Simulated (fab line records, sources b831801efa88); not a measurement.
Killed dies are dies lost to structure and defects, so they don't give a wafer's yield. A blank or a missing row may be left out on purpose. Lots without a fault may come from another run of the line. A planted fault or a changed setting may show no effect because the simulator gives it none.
fab line records | flow sky130
record lots=6 wafers=18 last_day=50
route steps=708 shown LDD_P@263 LDD_HVN@267
lots that met no fault: from a run of the same line without faults
start_h: hours from the record's first day to the start of the lot's first wafer shown | wait_h: hours since the lot's step before | " the same as in the row above | L1.1+2: a row that stands for several wafers | - no value, or no start given | * or withheld: withheld | < > ~ a bound
route shown NAME@n: a module of which the file shows steps, and the number in the route of the first | usual: mean/standard deviation of fault-free wafers | same: alike in all rows | chamber/n: place in a boat | sites: the reading at each site | _std_site: their standard deviation | _edge_site: outer sites' mean less inner sites' | radius_mm: how far each site lies from the wafer's centre | mask NAME#n: copy n | behind: the tool/chamber that last shaped the wafer | hold: why the lot was held/for how many hours/how that ended | device: the transistor (n, p or np) that didn't switch | end of line: the same wafers' tests at the end of the route | a step without rows: its recipe alone | killed: dies lost to structure and defects at the first sort, not the wafer's yield | map: a wafer's dies, x killed, . not, _ none there
set.NAME: the setting as run; set.NAME@STEP: as run at that earlier step | model.NAME: the simulator's own value behind a step, which no gauge read
lots at some steps of the route; a table a step, a row a wafer
services: from which hour (start_h, from the record's first day; less than 0 if before it) a tool's chamber was out of use, for how many hours, and why
## steps
# step SKY_LDD_P_OVL_MEAS_08
# usual LDD_P_OVL=-0.5/1.5
# columns lot.wafer tool chamber start_h wait_h LDD_P_OVL[nm]
L450.1 overlay-01 - 432.44 0.1 -0.8
L450.2 " - " " -0.9
L450.3 " - " " -2.0
L452.2 overlay-01 - 446.20 0.1 -0.2
L452.3 " - " " -1.2
L452.6 " - " " -0.8
L456.2 overlay-01 - 508.90 0.1 -1.4
L456.3 " - " " -1.4
L456.4 " - " " -1.8
L459.1 overlay-02 - 525.79 0.1 0.0
L459.2 " - " " 4.0
L459.6 " - " " 0.1
L466.1 overlay-02 - 574.99 0.1 -0.1
L466.3 " - " " 1.9
L466.5 " - " " 0.2
L468.1 overlay-01 - 607.24 0.1 0.8
L468.2 " - " " 0.3
L468.6 " - " " -1.2
# step SKY_LDD_P_IMPLANT_09
# recipe species=BF2 energy_kev=25 dose_cm2=1e+13 tilt_deg=withheld
# step SKY_LDD_P_STRIP_10
# recipe chemistry=O2/N2 power_w=1400 pressure_mtorr=1500 platen_temp_c=withheld o2_flow_sccm=3000 n2_flow_sccm=300 overash_fraction=0.5
# usual drypump_motor_current_A=5.49/0.29 n2_flow_sccm=300.1/0.91 oes_product_au=0.715/0.0045 strip_time_to_endpoint_s=14.18/0.037
# columns lot.wafer tool chamber start_h wait_h drypump_motor_current_A n2_flow_sccm oes_product_au rf_hours_counter_h strip_time_to_endpoint_s
L450.1 plasma_asher-01 0 432.63 0.1 5.60 299.4 0.717 74 14.17
L450.2 " 1 " " 5.54 300.2 0.721 74 14.15
L450.3 " 0 " " 5.55 300.5 0.715 - 14.18
L452.2 plasma_asher-03 0 446.38 0.1 5.54 299.5 0.712 2 14.21
L452.3 " 1 " " 5.55 300.8 0.718 - 14.18
L452.6 " 1 " " 5.56 301.3 0.718 - 14.27
L456.2 plasma_asher-01 1 509.08 0.1 5.48 299.1 0.709 83 14.14
L456.3 " 1 " " 5.52 297.8 0.715 - 14.17
L456.4 " 0 " " 5.55 301.5 0.717 - 14.14
L459.1 plasma_asher-02 0 525.97 0.1 5.85 300.2 0.722 62 14.20
L459.2 " 1 " " 4.73 299.8 0.717 62 14.14
L459.6 " 1 " " 4.74 300.3 0.706 - 14.17
L466.1 plasma_asher-01 0 575.17 0.1 5.59 300.5 0.721 90 14.14
L466.3 " 0 " " 5.61 300.6 0.721 - 14.11
L466.5 " 1 " " 5.56 299.3 0.712 - 14.18
L468.1 plasma_asher-02 1 607.42 0.1 4.76 299.5 0.715 70 14.21
L468.2 " 0 " " 5.82 299.8 0.721 70 14.19
L468.6 " 0 " " 5.83 300.4 0.716 - 14.17
# step SKY_LDD_P_TW_MEAS_11
# usual LDD_P_TW=633/4.4
# columns lot.wafer tool chamber start_h wait_h LDD_P_TW
L450.1 film_metro-04 - 432.73 0.1 639
L450.2 " - " " 634
L450.3 " - " " 637
L452.2 film_metro-03 - 446.49 0.1 639
L452.3 " - " " 637
L452.6 " - " " 639
L456.2 film_metro-04 - 509.18 0.1 638
L456.3 " - " " 637
L456.4 " - " " 633
L459.1 film_metro-02 - 526.07 0.1 625
L459.2 " - " " 626
L459.6 " - " " 623
L466.1 film_metro-02 - 575.27 0.1 627
L466.3 " - " " 622
L466.5 " - " " 624
L468.1 film_metro-02 - 607.52 0.1 628
L468.2 " - " " 629
L468.6 " - " " 633
# step SKY_LDD_HVN_DEHYDRATE_00
# recipe temp_c=200 time_s=60
# step SKY_LDD_HVN_HMDS_01
# recipe prime_time_s=60 prime_temp_c=120
# step SKY_LDD_HVN_COAT_02
# recipe resist=NOVOLAK spin_rpm=3000 resist_thk_nm=300
# step SKY_LDD_HVN_SOFTBAKE_03
# recipe temp_c=90 time_s=60 resist=NOVOLAK
# step SKY_LDD_HVN_EXPOSE_04
# recipe mask_id=HVNTM na=0.6 source_shape=conventional sigma_outer=0.6 polarization=unpolarized target_cd_nm=700 dose_mj=127
# step SKY_LDD_HVN_PEB_05
# recipe temp_c=withheld time_s=* resist=NOVOLAK
# step SKY_LDD_HVN_DEVELOP_06
# recipe resist=NOVOLAK developer=TMAH develop_time_s=60 dev_temp_c=23
# step SKY_LDD_HVN_OVL_MEAS_07
# usual LDD_HVN_OVL=-1.2/1.4
# columns lot.wafer tool chamber start_h wait_h LDD_HVN_OVL[nm]
L450.1 overlay-02 - 463.70 0.1 -2.4
L450.2 " - " " -0.3
L450.3 " - " " 0.7
L452.2 overlay-01 - 477.59 0.1 -1.3
L452.3 " - " " -1.4
L452.6 " - " " -1.2
L456.2 overlay-01 - 539.27 0.1 0.4
L456.3 " - " " -0.5
L456.4 " - " " 0.4
L459.1 overlay-01 - 556.73 0.1 -3.0
L459.2 " - " " -4.3
L459.6 " - " " -2.1
L466.1 overlay-02 - 604.33 0.1 -1.1
L466.3 " - " " -1.6
L466.5 " - " " -2.5
L468.1 overlay-01 - 636.11 0.1 0.2
L468.2 " - " " 2.0
L468.6 " - " " 1.3
# step SKY_LDD_HVN_IMPLANT_08
# recipe species=P energy_kev=60 dose_cm2=3e+13 tilt_deg=40
# usual beam_energy_keV=60.002/0.016 tilt_deg=40.003/0.02
# columns lot.wafer tool chamber start_h wait_h beam_energy_keV tilt_deg model.implant.rp_nm model.implant.drp_nm
L450.1 implanter-01 0 463.74 0.0 60.003 39.991 57.98 28.15
L450.2 " 0 " " 60.010 40.010 57.98 28.15
L450.3 " 0 " " 60.003 39.997 57.98 28.15
L452.2 implanter-01 0 477.64 0.0 59.986 40.008 53.27 28.15
L452.3 " 0 " " 59.993 40.010 53.27 28.15
L452.6 " 0 " " 60.022 39.996 53.27 28.15
L456.2 implanter-01 0 539.32 0.0 61.952 40.039 57.84 28.94
L456.3 " 0 " " 61.947 39.991 57.84 28.94
L456.4 " 0 " " 61.940 39.980 57.84 28.94
L459.1 implanter-01 0 556.77 0.0 61.958 40.013 56.67 28.94
L459.2 " 0 " " 61.965 39.987 56.67 28.94
L459.6 " 0 " " 61.927 39.994 56.67 28.94
L466.1 implanter-03 0 604.37 0.0 60.016 40.039 55.66 28.15
L466.3 " 0 " " 60.005 40.033 55.66 28.15
L466.5 " 0 " " 59.999 40.037 55.66 28.15
L468.1 implanter-03 0 636.15 0.0 59.976 40.023 55.05 28.15
L468.2 " 0 " " 60.033 40.006 55.05 28.15
L468.6 " 0 " " 59.980 40.006 55.05 28.15
# step SKY_LDD_HVN_STRIP_09
# recipe chemistry=O2/N2 power_w=1400 pressure_mtorr=1500 platen_temp_c=withheld o2_flow_sccm=3000 n2_flow_sccm=300 overash_fraction=0.5
# usual drypump_motor_current_A=5.5/0.35 n2_flow_sccm=300.1/0.82 oes_product_au=0.408/0.0041 strip_time_to_endpoint_s=4.137/0.013
# columns lot.wafer tool chamber start_h wait_h drypump_motor_current_A n2_flow_sccm oes_product_au rf_hours_counter_h strip_time_to_endpoint_s
L450.1 plasma_asher-01 1 463.89 0.1 5.5 300.9 0.411 78 4.099
L450.2 " 0 " " 5.6 299.9 0.415 78 4.138
L450.3 " 0 " " 5.6 300.4 0.407 - 4.126
L452.2 plasma_asher-01 0 477.77 0.1 5.6 299.9 0.402 80 4.131
L452.3 " 1 " " 5.5 299.7 0.407 - 4.131
L452.6 " 0 " " 5.6 299.8 0.413 - 4.132
L456.2 plasma_asher-04 0 539.45 0.1 5.8 301.4 0.411 45 4.138
L456.3 " 1 " " 5.3 300.5 0.412 - 4.150
L456.4 " 0 " " 5.8 300.3 0.402 - 4.126
L459.1 plasma_asher-01 1 556.92 0.1 5.5 301.2 0.408 89 4.127
L459.2 " 0 " " 5.6 299.1 0.412 89 4.138
L459.6 " 1 " " 5.5 298.6 0.401 - 4.144
L466.1 plasma_asher-01 0 604.52 0.1 5.6 299.0 0.412 93 4.150
L466.3 " 0 " " 5.6 299.7 0.397 - 4.134
L466.5 " 1 " " 5.5 299.6 0.404 - 4.125
L468.1 plasma_asher-02 1 636.30 0.1 4.8 300.2 0.420 73 4.164
L468.2 " 0 " " 5.8 299.7 0.413 73 4.144
L468.6 " 1 " " 4.8 298.4 0.411 - 4.155
## services
# columns tool chamber start_h hours kind
implanter-01 - 418.45 1.8 repair
plasma_asher-03 - 421.25 9.0 pm
plasma_asher-03 0 421.25 9.0 vent_cycle
plasma_asher-03 1 421.25 9.0 vent_cycle
plasma_asher-03 0 430.25 - clean
plasma_asher-03 1 430.25 - clean
plasma_asher-02 - 430.61 48.9 repair
implanter-03 - 437.09 1.4 repair
plasma_asher-03 - 439.69 2.8 pm
implanter-03 - 494.57 3.1 pm
implanter-01 - 522.85 5.2 pm
plasma_asher-03 - 540.34 4.3 pm
implanter-03 - 579.24 3.1 pm
plasma_asher-04 - 597.73 10.6 repair
plasma_asher-03 - 618.50 5.6 repair
## key
first_sign step=SKY_LDD_HVN_IMPLANT_08 reading=beam_energy_keV direction=up sigmas=99+ usual=* struck=*
effect none on later readings
model_effect step=SKY_LDD_HVN_IMPLANT_08 value=implant.rp_nm without=55.42 struck=57.25
met_at SKY_LDD_HVN_IMPLANT_08
struck_wafers L456.2,L456.3,L456.4,L459.1,L459.2,L459.6
tester_left_out L456,L459
onset_between 477.64 539.32
fault kind=process_parameter_drift tool=implanter-01 chamber=- onset_h=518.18 steps=SKY_LDD_HVN_IMPLANT_08 channel=energy_kev offset=* shape=step end_h=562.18 acts_in=* stated=*
# tester_left_out: of these lots the tester's yield and bins aren't shown, on N5 and GAA mostly nor the transistor test; their killed dies are dies lost to structure and defects alone, not to doping, threshold or leakage, so they don't give the yield
